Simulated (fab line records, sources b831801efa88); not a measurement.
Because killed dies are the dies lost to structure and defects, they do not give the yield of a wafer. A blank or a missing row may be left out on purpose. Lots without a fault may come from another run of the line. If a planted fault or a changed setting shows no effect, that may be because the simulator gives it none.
2 desks, one fault -- flow sky130 -- what lay behind the numbers comes last; until then each desk has only its own

== FROM THE METROLOGY DESK ==
What the gauges read for every lot (on any tool): the sampled wafers with a number, averaged. The brackets show how far a lot's mean lies from the usual mean; more than 4 standard deviations puts the lot out of limits, marked OUT.
Columns: A = POLY_CUT_OVL at SKY_POLY_CUT_OVL_MEAS_09, usual 1 nm; B = RES_XHIGH_TW at SKY_RES_XHIGH_TW_MEAS_09, usual 1636
lot,first seen here,A,B
L171,day 23 23:25,7,1646
L172,day 24 15:40,-3,1650
L174,day 25 10:05,-2,1639
L177,day 26 09:29,5,1636
L176,day 26 16:20,-5,1618
L178,day 27 01:14,3,1623
L179,day 27 05:59,-3,1614
L180,day 27 16:23,2,1635
L185,day 29 08:35,4,1631
L186,day 29 13:26,-0,1653
L191,day 31 12:37,-6,1634
L192,day 31 15:17,-1,1634
L194,day 31 23:56,4,1638
Result from this desk: across the 13 lots, nothing is out of limits.

== THE TOOL OWNER'S DESK: plasmaAsher-04 ==
The tool's own readings at SKY_RES_XHIGH_STRIP_08 (strips in O2/N2): means of the sampled wafers that have a number, for each lot that ran on this tool. The brackets show how far a lot's mean lies from the usual mean; more than 4 standard deviations puts the lot out of limits, marked OUT.
Columns: A = drypumpMotorCurrentA at SKY_RES_XHIGH_STRIP_08, usual 5.7 A; B = oesProductAu at SKY_RES_XHIGH_STRIP_08, usual 0.711 a.u.; C = stripTimeToEndpointS at SKY_RES_XHIGH_STRIP_08, usual 14.28 s
lot,first seen here,A,B,C
L172,day 27 01:37,5.4,0.709,14.30
L179,day 29 15:43,5.8,0.952 (+56) OUT,-
L194,day 34 05:20,5.4,0.715,14.24
This desk's finding: out of limits on L179; first on L179, day 29 15:43 (oesProductAu at SKY_RES_XHIGH_STRIP_08). L172, L194: within limits.

== ALL TOGETHER ==
An alarm could have come from the tool owner's desk at day 29 15:43, on L179.
From the metrology desk's view, nothing was out of limits.
The metrology desk holds a record of L179, inside its limits.
Every lot named ran SKY_RES_XHIGH_STRIP_08 on plasmaAsher-04.

== WHAT HAD BEEN PUT IN BY THE SIMULATOR ==
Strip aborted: plasmaAsher-04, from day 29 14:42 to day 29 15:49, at SKY_RES_XHIGH_STRIP_08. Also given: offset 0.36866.
Shown lots that were struck: L179.
Each desk's first reading out of limits, in hours after the fault started: the tool owner's desk, 1.
